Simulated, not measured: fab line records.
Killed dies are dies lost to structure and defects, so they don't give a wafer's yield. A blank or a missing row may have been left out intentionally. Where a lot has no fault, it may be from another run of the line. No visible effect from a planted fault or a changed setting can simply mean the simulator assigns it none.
fab line records	flow sky130
[record] lots = 7	wafers = 21	last_day = 50
route steps=708 shown LI_CONTACT@364 PAD_OPEN@708
lots with no fault: from the same line, run without faults
start_h: hours from the record's first day to the start of the lot's first wafer shown	wait_h: hours since the lot's step before	" unchanged from the row above	L1.1+2: one row covering several wafers at once	- either no value or no given start	* or withheld: withheld	< > ~ a bound
route shown NAME@n: NAME is a module with steps in the file, n the number in the route of the first one	usual: mean/standard deviation taken from wafers without a fault	same: alike in all rows	chamber/n: place in a boat	sites: the reading at each site	_std_site: how widely they spread, as a standard deviation	_edge_site: inner sites' mean taken away from outer sites' mean	radius_mm: how far each site lies from the wafer's centre	mask NAME#n: copy n	behind: the most recent tool/chamber to have shaped the wafer	hold: reason for holding the lot/hours on hold/outcome of the hold	device: transistor that didn't switch, given as n, p or np	end of line: at the end of the route, the tests of the same wafers	a step given without rows: its recipe and nothing more	killed: dies that structure and defects cost at the first sort, which is not the same as the wafer's yield	map: shows each die of a wafer: x if killed, . if not, _ if none is there
set.NAME: the run value of the setting; set.NAME@STEP: its run value at that earlier step	model.NAME: the simulator's own value behind a step, which no gauge read
lots at some steps of the route; a table a step, a row a wafer
services: from which hour (start_h, from the record's first day; less than 0 if before it) a tool's chamber was out of use, for how many hours, and why
[[steps]]
[step SKY_LI_CONTACT_CMP_02]
[recipe] material = PSG	down_force_psi = 4	platen_rpm = 60	pad_velocity_m_s = 0.94248
[usual] motor_current_A = 12.1/1.3	time_to_endpoint_s = 31/3.8
lot.wafer	tool	chamber	start_h	wait_h	motor_current_A	time_to_endpoint_s
L617.4	cmp-02	2	687.65	0.0	12.0	33
L617.2	"	3	"	"	12.3	29
L617.1	"	0	"	"	11.9	29
L619.1	cmp-02	0	706.83	0.1	11.4	28
L619.4	"	1	"	"	13.4	29
L619.5	"	3	"	"	11.9	28
L621.2	cmp-01	0	722.12	0.2	14.1	30
L621.6	"	1	"	"	13.6	35
L621.5	"	2	"	"	10.8	29
L622.3	cmp-02	3	732.19	0.0	12.7	28
L622.1	"	0	"	"	11.3	28
L622.2	"	1	"	"	13.3	30
L623.4	cmp-02	0	740.66	0.0	11.8	31
L623.5	"	0	"	"	10.7	29
L623.6	"	1	"	"	13.1	27
L631.1	cmp-02	0	794.47	0.1	11.5	30
L631.4	"	1	"	"	13.1	30
L631.5	"	0	"	"	11.7	29
L634.1	cmp-01	2	815.34	0.1	10.7	34
L634.2	"	3	"	"	10.4	23
L634.3	"	1	"	"	13.3	34
[step SKY_LI_CONTACT_BOW_MEAS_03]
[recipe] mode = bow
[usual] LI_CONTACT_BOW = 56/7.1
lot.wafer	tool	chamber	start_h	wait_h	LI_CONTACT_BOW[um]
L617.1	film_metro-04	-	687.95	0.1	61
L617.2	"	-	"	"	46
L617.4	"	-	"	"	55
L619.1	film_metro-01	-	707.08	0.2	54
L619.4	"	-	"	"	51
L619.5	"	-	"	"	59
L621.2	film_metro-03	-	722.29	0.1	49
L621.5	"	-	"	"	60
L621.6	"	-	"	"	54
L622.1	film_metro-04	-	732.49	0.2	57
L622.2	"	-	"	"	63
L622.3	"	-	"	"	62
L623.4	film_metro-04	-	741.02	0.3	53
L623.5	"	-	"	"	45
L623.6	"	-	"	"	51
L631.1	film_metro-03	-	794.77	0.2	56
L631.4	"	-	"	"	52
L631.5	"	-	"	"	62
L634.1	film_metro-01	-	815.64	0.2	49
L634.2	"	-	"	"	53
L634.3	"	-	"	"	74
[step SKY_LI_CONTACT_DEHYDRATE_04]
[recipe] temp_c = 200	time_s = 60
[step SKY_LI_CONTACT_HMDS_05]
[recipe] prime_time_s = 60	prime_temp_c = 120
[step SKY_LI_CONTACT_COAT_06]
[recipe] resist = BARC	temp_c = withheld	time_s = withheld	spin_rpm = 3000	resist_thk_nm = 60
[step SKY_LI_CONTACT_COAT_07]
[recipe] resist = KrF-thick	spin_rpm = 3000	resist_thk_nm = 450
[step SKY_LI_CONTACT_SOFTBAKE_08]
[recipe] temp_c = 100.8	time_s = 90	resist = KrF-thick
[step SKY_LI_CONTACT_EXPOSE_09]
[recipe] mask_id = LICM1	na = 0.8	source_shape = annular	sigma_inner = 0.55	sigma_outer = 0.85	target_cd_nm = 170	dose_mj = 38
[step SKY_LI_CONTACT_PEB_10]
[recipe] peb_temp_c = withheld	peb_time_s = withheld	resist = KrF-thick
[step SKY_LI_CONTACT_DEVELOP_11]
[recipe] develop_time_s = 60	resist = KrF-thick	dev_temp_c = 21
[step SKY_LI_CONTACT_CD_MEAS_12]
[recipe] target_cd_nm = 170
[usual] cd_nm = 169.6/1.3
lot.wafer	tool	chamber	start_h	wait_h	cd_nm
L617.1	cd_sem-02	-	716.99	-	169.9
L617.2	"	-	"	"	171.4
L617.4	"	-	"	"	170.9
L619.1	cd_sem-02	-	734.39	-	169.4
L619.4	"	-	"	"	168.2
L619.5	"	-	"	"	169.0
L621.2	cd_sem-01	-	750.06	-	171.0
L621.5	"	-	"	"	168.9
L621.6	"	-	"	"	169.6
L622.1	cd_sem-02	-	759.56	-	169.5
L622.2	"	-	"	"	168.1
L622.3	"	-	"	"	169.3
L623.4	cd_sem-02	-	768.29	-	167.6
L623.5	"	-	"	"	167.1
L623.6	"	-	"	"	167.6
L631.1	cd_sem-01	-	821.19	-	169.6
L631.4	"	-	"	"	166.4
L631.5	"	-	"	"	167.7
L634.1	cd_sem-01	-	842.08	-	169.9
L634.2	"	-	"	"	169.4
L634.3	"	-	"	"	171.3
[step SKY_LI_CONTACT_OVL_MEAS_13]
[usual] LI_CONTACT_OVL = 1/5.4
lot.wafer	tool	chamber	start_h	wait_h	LI_CONTACT_OVL[nm]
L617.1	overlay-01	-	717.11	0.1	3
L617.2	"	-	"	"	5
L617.4	"	-	"	"	4
L619.1	overlay-01	-	734.51	0.1	-6
L619.4	"	-	"	"	-1
L619.5	"	-	"	"	-6
L621.2	overlay-01	-	750.17	0.1	-6
L621.5	"	-	"	"	-7
L621.6	"	-	"	"	1
L622.1	overlay-02	-	759.68	0.1	8
L622.2	"	-	"	"	3
L622.3	"	-	"	"	7
L623.4	overlay-02	-	768.37	0.1	2
L623.5	"	-	"	"	-6
L623.6	"	-	"	"	-4
L631.1	overlay-01	-	821.31	0.1	3
L631.4	"	-	"	"	2
L631.5	"	-	"	"	0
L634.1	overlay-02	-	842.20	0.1	-5
L634.2	"	-	"	"	-6
L634.3	"	-	"	"	-5
[step SKY_LI_CONTACT_ETCH_14]
[recipe] chemistry = N2/H2	target = BARC	ion_energy_ev = 200	source_w = 500	bias_w = 100	pressure_mtorr = 30	n2_flow_sccm = 100	h2_flow_sccm = 200	stop_on = SiO2	time_s = 45.9	target_depth_a = 600
[usual] bias_w = 99.98/0.3	chamber_pressure_mTorr = 30.00/0.031	drypump_motor_current_A = 5.6/0.4	oes_product_au = 0.855/0.0045	throttle_valve_pct = 13.226/0.0084
lot.wafer	tool	chamber	start_h	wait_h	bias_w	chamber_pressure_mTorr	drypump_motor_current_A	oes_product_au	rf_hours_counter_h	throttle_valve_pct	model.KrF-thick_of_LI_CONTACT_COAT_07.thk_nm
L617.1	rie_diel-01	2	717.15	0.0	99.83	30.01	5.9	0.857	2	13.239	390.8
L617.2	"	0	"	"	100.14	29.96	5.0	0.857	11	13.230	393.1
L617.4	"	3	"	"	99.81	30.05	6.2	0.855	14	13.214	391.1
L619.1	rie_diel-01	3	734.55	0.0	100.09	30.01	6.3	0.851	15	13.220	390.8
L619.4	"	0	"	"	99.42	29.97	5.0	0.854	11	13.219	391.8
L619.5	"	3	"	"	99.64	29.99	6.2	0.858	-	13.230	390.3
L621.2	rie_diel-02	0	750.20	0.0	-	-	-	-	-	-	436.8
L621.5	"	1	"	"	-	-	-	-	-	-	437.3
L621.6	"	2	"	"	-	-	-	-	-	-	436
L622.1	rie_diel-03	3	759.71	0.0	-	-	-	-	-	-	436.1
L622.2	"	1	"	"	-	-	-	-	-	-	435
L622.3	"	1	"	"	-	-	-	-	-	-	433.5
L623.4	rie_diel-01	0	768.39	0.0	-	-	-	-	-	-	435.5
L623.5	"	2	"	"	-	-	-	-	-	-	436.4
L623.6	"	1	"	"	-	-	-	-	-	-	437.1
L631.1	rie_diel-01	0	821.35	0.0	99.34	30.02	5.0	0.853	14	13.242	394.8
L631.4	"	3	"	"	100.19	30.03	6.2	0.854	17	13.241	392.3
L631.5	"	0	"	"	100.02	30.00	5.0	0.858	-	13.230	394
L634.1	rie_diel-03	0	842.24	0.0	100.36	30.01	5.8	0.859	6	13.231	393.3
L634.2	"	1	"	"	100.57	29.97	4.9	0.850	5	13.226	391.6
L634.3	"	2	"	"	99.79	30.02	5.8	0.853	12	13.227	393.5
[step SKY_LI_CONTACT_ETCH_15]
[recipe] target = PSG	chemistry = C4F8/O2/Ar	stop_on = Si	taper_deg = 4.15	mask_material = KrF-thick	source_w = 1500	bias_w = 1200	pressure_mtorr = 40	c4f8_flow_sccm = withheld	O2_flow_sccm = 6	Ar_flow_sccm = 300	time_s = withheld	target_depth_a = 6000
[usual] bias_w = 1201/3.5	chamber_pressure_mTorr = 40.01/0.048	oes_product_au = 0.836/0.0045
lot.wafer	tool	chamber	start_h	wait_h	bias_w	chamber_pressure_mTorr	oes_product_au	model.KrF-thick_of_LI_CONTACT_COAT_07.thk_nm
L617.1	rie_diel-01	2	717.19	0.0	1200	40.08	0.830	232.4
L617.2	"	0	"	"	1198	40.07	0.840	235.1
L617.4	"	3	"	"	1198	40.01	0.839	228.5
L619.1	rie_diel-01	3	734.59	0.0	1198	40.06	0.833	228.9
L619.4	"	0	"	"	1200	40.03	0.834	235.3
L619.5	"	3	"	"	1204	40.03	0.835	228.6
L621.2	rie_diel-02	0	750.24	0.0	1201	39.99	0.375	277.7
L621.5	"	1	"	"	1203	40.04	0.374	280.4
L621.6	"	2	"	"	1202	39.97	0.375	276.5
L622.1	rie_diel-03	3	759.78	0.0	1198	39.95	0.381	277.3
L622.2	"	1	"	"	1199	40.02	0.378	274.2
L622.3	"	1	"	"	1202	39.99	0.379	271.4
L623.4	rie_diel-01	0	768.43	0.0	1199	39.99	0.379	277
L623.5	"	2	"	"	1205	40.03	0.370	276.6
L623.6	"	1	"	"	1205	39.97	0.386	277.5
L631.1	rie_diel-01	0	821.39	0.0	1196	39.92	0.830	240.1
L631.4	"	3	"	"	1198	40.01	0.831	230.3
L631.5	"	0	"	"	1201	39.92	0.831	239.4
L634.1	rie_diel-03	0	842.28	0.0	1197	40.04	0.841	231.6
L634.2	"	1	"	"	1206	39.99	0.834	227
L634.3	"	2	"	"	1198	39.99	0.838	237
[step SKY_LI_CONTACT_STRIP_16]
[recipe] chemistry = O2/N2	power_w = 1400	pressure_mtorr = 1500	platen_temp_c = withheld	o2_flow_sccm = 3000	n2_flow_sccm = 300	overash_fraction = 0.5
[usual] drypump_motor_current_A = 6.0/0.35	oes_product_au = 0.376/0.0043	strip_time_to_endpoint_s = 3.51/0.034
lot.wafer	tool	chamber	start_h	wait_h	drypump_motor_current_A	oes_product_au	rf_hours_counter_h	strip_time_to_endpoint_s
L617.1	plasma_asher-03	1	717.28	-	5.9	0.370	56	3.50
L617.2	"	0	"	"	6.3	0.384	56	3.53
L617.4	"	1	"	"	5.9	0.376	-	3.45
L619.1	plasma_asher-04	0	734.68	-	6.0	0.375	94	3.47
L619.4	"	0	"	"	5.9	0.376	-	3.54
L619.5	"	0	"	"	5.9	0.371	-	3.45
L621.2	plasma_asher-03	1	750.33	-	5.9	0.384	60	3.96
L621.5	"	0	"	"	6.4	0.394	-	4.02
L621.6	"	1	"	"	5.9	0.398	-	3.98
L622.1	plasma_asher-04	1	759.91	-	5.6	0.397	97	3.99
L622.2	"	0	"	"	5.9	0.390	97	3.96
L622.3	"	0	"	"	5.9	0.388	-	3.93
L623.4	plasma_asher-03	0	768.55	-	6.4	0.391	-	3.99
L623.5	"	1	"	"	5.9	0.397	-	3.97
L623.6	"	0	"	"	6.3	0.400	-	3.97
L631.1	plasma_asher-01	0	821.48	-	5.6	0.383	7	3.59
L631.4	"	0	"	"	5.5	0.380	-	3.48
L631.5	"	1	"	"	6.7	0.381	-	3.59
L634.1	plasma_asher-04	1	842.36	-	5.6	0.378	105	3.47
L634.2	"	0	"	"	6.0	0.374	105	3.43
L634.3	"	0	"	"	6.0	0.384	-	3.54
[step SKY_LI_CONTACT_CLEAN_17]
[recipe] chemistry = NMP	time_s = 600	temp_c = 60	dry = n2_spin
[step SKY_PAD_OPEN_PROBE_99]
[usual] killed_at_M0_to_M3 = 42/6.8	killed_at_M4_up = 3.4/1.8	killed_at_contacts = 25/5.7	killed_at_front_end = 16/4.8	killed_at_other = 0.2/0.39	killed_dies = 87/9.6	killed_on_rim = 17/3.9	killed_open = 47/6.9	killed_short = 40/6.3
[same] gross_dies = 492	killed_at_back_side = 0
lot.wafer	tool	chamber	start_h	wait_h	killed_at_M0_to_M3	killed_at_M4_up	killed_at_contacts	killed_at_front_end	killed_at_other	killed_dies	killed_on_rim	killed_open	killed_short
L617.1	prober-01	-	1107.43	0.1	33	1	24	18	0	76	13	33	43
L617.2	prober-01	-	1107.48	0.1	54	3	22	18	0	97	21	56	41
L617.4	prober-01	-	1107.58	0.2	52	5	17	23	0	97	12	54	43
L619.1	prober-02	-	1118.48	0.1	42	7	31	13	0	93	16	47	46
L619.4	prober-02	-	1118.63	0.2	47	4	32	12	0	95	11	45	50
L619.5	prober-02	-	1118.68	0.2	51	2	19	20	0	92	15	53	39
L621.2	prober-02	-	1131.43	0.1	186	63	160	16	67	492	96	41	48
L621.5	prober-02	-	1131.58	0.2	196	41	179	19	57	492	96	52	41
L621.6	prober-02	-	1131.63	0.2	211	60	153	15	53	492	96	54	36
L623.4	prober-02	-	1145.43	0.2	215	63	136	12	66	492	96	45	34
L623.5	prober-02	-	1145.48	0.2	214	43	151	21	63	492	96	49	44
L623.6	prober-02	-	1145.53	0.2	215	66	154	10	47	492	96	40	36
L631.1	prober-02	-	1179.01	0.1	40	1	15	18	0	74	14	43	31
L631.4	prober-02	-	1179.16	0.2	50	3	32	15	1	101	18	59	42
L631.5	prober-02	-	1179.21	0.2	31	9	29	17	0	86	20	40	44
L634.1	prober-01	-	1190.62	0.1	40	3	26	4	0	73	22	48	25
L634.2	prober-01	-	1190.67	0.1	34	1	27	12	0	74	15	44	30
L634.3	prober-01	-	1190.72	0.2	42	1	21	16	0	80	19	44	36
// killed by level:class
L617.1 CONTACT:geometric_particle:open=7 VIA1:geometric_particle:short=6 VIA1:geometric_particle:open=6 VIA2:geometric_particle:open=5 VIA2:geometric_particle:short=5 POLY_GATE:geometric_particle:short=4 LI_CONTACT:geometric_particle:open=4 LI_CONTACT:geometric_particle:short=4
L617.2 VIA1:geometric_particle:open=15 CONTACT:geometric_particle:open=11 VIA2:geometric_particle:open=9 VIA3:geometric_particle:open=8 FIELD_ISO:geometric_particle:short=7 VIA1:geometric_particle:short=6 METAL1:geometric_particle:short=5 METAL2:geometric_particle:short=5
L617.4 FIELD_ISO:geometric_particle:open=10 VIA3:geometric_particle:open=10 VIA2:geometric_particle:open=7 VIA1:geometric_particle:open=7 POLY_GATE:geometric_particle:short=6 LI_CONTACT:geometric_particle:open=6 METAL1:geometric_particle:short=5 METAL2:geometric_particle:short=5
L619.1 CONTACT:geometric_particle:open=10 VIA1:geometric_particle:open=8 METAL3:geometric_particle:short=7 METAL1:geometric_particle:short=6 LI_CONTACT:geometric_particle:open=6 LOCAL_INTERCONNECT:geometric_particle:short=6 VIA3:geometric_particle:open=5 POLY_GATE:geometric_particle:open=4
L619.4 CONTACT:geometric_particle:open=10 VIA1:geometric_particle:open=9 CONTACT:geometric_particle:short=8 LOCAL_INTERCONNECT:geometric_particle:short=7 METAL1:geometric_particle:short=7 METAL2:geometric_particle:short=7 LI_CONTACT:geometric_particle:open=6 VIA2:geometric_particle:open=5
L619.5 VIA1:geometric_particle:open=12 VIA2:geometric_particle:open=10 VIA1:geometric_particle:short=8 POLY_GATE:geometric_particle:open=7 CONTACT:geometric_particle:open=7 METAL1:geometric_particle:short=5 LI_CONTACT:geometric_particle:open=4 FIELD_ISO:geometric_particle:open=3
L621.2 LI_CONTACT:area_etch=81 CAPM:area_expose=36 LOCAL_INTERCONNECT:area_expose=35 VIA3:area_expose=35 CAP2M:area_expose=31 METAL4:area_expose=31 VIA4:area_expose=28 CONTACT:area_expose=26
L621.5 LI_CONTACT:area_etch=88 LOCAL_INTERCONNECT:area_expose=38 CAPM:area_expose=32 VIA3:area_expose=31 CONTACT:area_expose=28 METAL3:area_expose=27 VIA1:area_expose=27 CAP2M:area_expose=25
L621.6 LI_CONTACT:area_etch=85 VIA4:area_expose=33 METAL3:area_expose=32 VIA2:area_expose=31 CONTACT:area_expose=29 VIA1:area_expose=28 METAL2:area_expose=27 CAPM:area_expose=26
L623.4 LI_CONTACT:area_etch=65 CAPM:area_expose=36 METAL2:area_expose=33 VIA4:area_expose=33 METAL3:area_expose=31 CAP2M:area_expose=30 LOCAL_INTERCONNECT:area_expose=28 VIA3:area_expose=28
L623.5 LI_CONTACT:area_etch=68 CAPM:area_expose=37 VIA3:area_expose=35 VIA1:area_expose=31 CONTACT:area_expose=30 VIA2:area_expose=29 LOCAL_INTERCONNECT:area_expose=28 METAL1:area_expose=28
L623.6 LI_CONTACT:area_etch=76 VIA1:area_expose=46 VIA4:area_expose=37 VIA3:area_expose=30 METAL2:area_expose=29 LOCAL_INTERCONNECT:area_expose=29 VIA2:area_expose=27 CONTACT:area_expose=26
L631.1 VIA2:geometric_particle:open=9 VIA1:geometric_particle:open=8 POLY_GATE:geometric_particle:short=6 CONTACT:geometric_particle:open=6 VIA3:geometric_particle:open=5 CONTACT:geometric_particle:short=4 VIA1:geometric_particle:short=4 METAL2:geometric_particle:open=4
L631.4 LI_CONTACT:geometric_particle:open=11 CONTACT:geometric_particle:open=11 METAL1:geometric_particle:short=11 VIA3:geometric_particle:open=8 VIA1:geometric_particle:open=8 VIA2:geometric_particle:open=7 METAL2:geometric_particle:short=5 FIELD_ISO:geometric_particle:short=4
L631.5 CONTACT:geometric_particle:open=11 VIA1:geometric_particle:short=10 LI_CONTACT:geometric_particle:open=7 FIELD_ISO:geometric_particle:short=6 POLY_GATE:geometric_particle:open=4 VIA1:geometric_particle:open=4 LOCAL_INTERCONNECT:geometric_particle:short=4 METAL1:geometric_particle:short=4
L634.1 CONTACT:geometric_particle:open=10 VIA1:geometric_particle:open=10 VIA3:geometric_particle:open=8 VIA2:geometric_particle:open=6 METAL2:geometric_particle:short=5 LI_CONTACT:geometric_particle:open=4 LOCAL_INTERCONNECT:geometric_particle:short=4 LI_CONTACT:geometric_particle:short=3
L634.2 CONTACT:geometric_particle:open=10 VIA3:geometric_particle:open=8 LI_CONTACT:geometric_particle:open=6 VIA1:geometric_particle:open=5 CONTACT:geometric_particle:short=5 VIA2:geometric_particle:short=5 VIA2:geometric_particle:open=5 LOCAL_INTERCONNECT:geometric_particle:short=4
L634.3 METAL1:geometric_particle:short=9 VIA1:geometric_particle:open=8 CONTACT:geometric_particle:open=6 LI_CONTACT:geometric_particle:open=5 METAL2:geometric_particle:short=5 VIA1:geometric_particle:short=5 VIA2:geometric_particle:open=5 FIELD_ISO:geometric_particle:open=4
// map L621.2 (x killed, . not)
__________xxxxxxxxxx_________
________xxxxxxxxxxxxxx_______
______xxxxxxxxxxxxxxxxxx_____
_____xxxxxxxxxxxxxxxxxxxx____
____xxxxxxxxxxxxxxxxxxxxxx___
___xxxxxxxxxxxxxxxxxxxxxxxx__
__xxxxxxxxxxxxxxxxxxxxxxxxxx_
_xxxxxxxxxxxxxxxxxxxxxxxxxxxx
_xxxxxxxxxxxxxxxxxxxxxxxxxxxx
_xxxxxxxxxxxxxxxxxxxxxxxxxxxx
_xxxxxxxxxxxxxxxxxxxxxxxxxxxx
_xxxxxxxxxxxxxxxxxxxxxxxxxxxx
_xxxxxxxxxxxxxxxxxxxxxxxxxxxx
_xxxxxxxxxxxxxxxxxxxxxxxxxxxx
_xxxxxxxxxxxxxxxxxxxxxxxxxxxx
__xxxxxxxxxxxxxxxxxxxxxxxxxx_
___xxxxxxxxxxxxxxxxxxxxxxxx__
____xxxxxxxxxxxxxxxxxxxxxx___
_____xxxxxxxxxxxxxxxxxxxx____
______xxxxxxxxxxxxxxxxxx_____
________xxxxxxxxxxxxxx_______
__________xxxxxxxxxx_________
// map L623.4 (x killed, . not)
__________xxxxxxxxxx_________
________xxxxxxxxxxxxxx_______
______xxxxxxxxxxxxxxxxxx_____
_____xxxxxxxxxxxxxxxxxxxx____
____xxxxxxxxxxxxxxxxxxxxxx___
___xxxxxxxxxxxxxxxxxxxxxxxx__
__xxxxxxxxxxxxxxxxxxxxxxxxxx_
_xxxxxxxxxxxxxxxxxxxxxxxxxxxx
_xxxxxxxxxxxxxxxxxxxxxxxxxxxx
_xxxxxxxxxxxxxxxxxxxxxxxxxxxx
_xxxxxxxxxxxxxxxxxxxxxxxxxxxx
_xxxxxxxxxxxxxxxxxxxxxxxxxxxx
_xxxxxxxxxxxxxxxxxxxxxxxxxxxx
_xxxxxxxxxxxxxxxxxxxxxxxxxxxx
_xxxxxxxxxxxxxxxxxxxxxxxxxxxx
__xxxxxxxxxxxxxxxxxxxxxxxxxx_
___xxxxxxxxxxxxxxxxxxxxxxxx__
____xxxxxxxxxxxxxxxxxxxxxx___
_____xxxxxxxxxxxxxxxxxxxx____
______xxxxxxxxxxxxxxxxxx_____
________xxxxxxxxxxxxxx_______
__________xxxxxxxxxx_________
[[services]]
tool	chamber	start_h	hours	kind
cmp-01	-	664.61	12.3	repair
rie_diel-01	1	674.90	7.5	repair
plasma_asher-03	-	694.39	1.4	repair
plasma_asher-04	-	695.19	4.2	repair
cmp-01	-	698.25	0.8	repair
plasma_asher-03	-	702.17	14.1	repair
plasma_asher-03	-	703.84	0.6	repair
rie_diel-02	0	705.16	16.2	repair
rie_diel-03	0	712.52	48.8	repair
cmp-01	-	716.87	0.8	repair
rie_diel-03	-	718.32	15.6	pm
rie_diel-03	2	747.35	16.1	repair
cmp-01	-	751.72	1.2	repair
rie_diel-02	3	767.10	7.8	repair
rie_diel-01	3	771.63	5.9	repair
rie_diel-01	3	778.21	6.7	repair
rie_diel-03	-	780.35	2.8	pm
rie_diel-02	3	789.02	4.9	repair
rie_diel-03	1	789.45	10.2	repair
cmp-01	-	793.39	4.0	pm
rie_diel-03	-	799.24	0.5	repair
plasma_asher-04	-	815.43	1.5	repair
plasma_asher-03	-	815.63	3.5	repair
rie_diel-03	1	824.19	14.5	repair
[[key]]
[first_sign] step = SKY_LI_CONTACT_ETCH_14	reading = tool_record	direction = missing
[effect] step = SKY_LI_CONTACT_ETCH_15	reading = oes_product_au	direction = down	sigmas = 99+	usual = 0.836	struck = 0.377
[effect] step = SKY_LI_CONTACT_STRIP_16	reading = strip_time_to_endpoint_s	direction = up	sigmas = 14	usual = *	struck = *
[effect] step = SKY_PAD_OPEN_PROBE_99	reading = killed_at_other	direction = up	sigmas = 59	usual = 0.2	struck = 58.8
[model_effect] step = SKY_LI_CONTACT_ETCH_14	value = KrF-thick_of_LI_CONTACT_COAT_07.thk_nm	without = 393	struck = 436
[model_effect] step = SKY_LI_CONTACT_ETCH_15	value = KrF-thick_of_LI_CONTACT_COAT_07.thk_nm	without = 233.5	struck = 276.5
[more_kills_born_at] SKY_LI_CONTACT_ETCH_14@rie_diel-02 = 254
met_at SKY_LI_CONTACT_ETCH_14
struck_wafers L621.2,L621.5,L621.6,L622.1,L622.2,L622.3,L623.4,L623.5,L623.6
later_rows_left_out L621.2,L621.5,L621.6,L622.1,L622.2,L622.3,L623.4,L623.5,L623.6
sort_left_out L622.1,L622.2,L622.3
tester_left_out L621,L622,L623
onset_between 734.55 750.20
[fault] kind = skipped_step_whole	tool = rie_diel-01,rie_diel-02,rie_diel-03	chamber = -	onset_h = 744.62	steps = SKY_LI_CONTACT_ETCH_14	scope = struck_lots_only
// tester_left_out: of these lots the tester's yield and bins aren't shown, on N5 and GAA mostly nor the transistor test; their killed dies are dies lost to structure and defects alone, not to doping, threshold or leakage, so they don't give the yield
// sort_left_out: the simulated sort isn't trusted on such a fault, so these wafers' sort isn't shown, and their yield isn't known
// later_rows_left_out: the simulator's readings of these wafers behind a module that went badly wrong aren't trusted and aren't shown, but for the sort
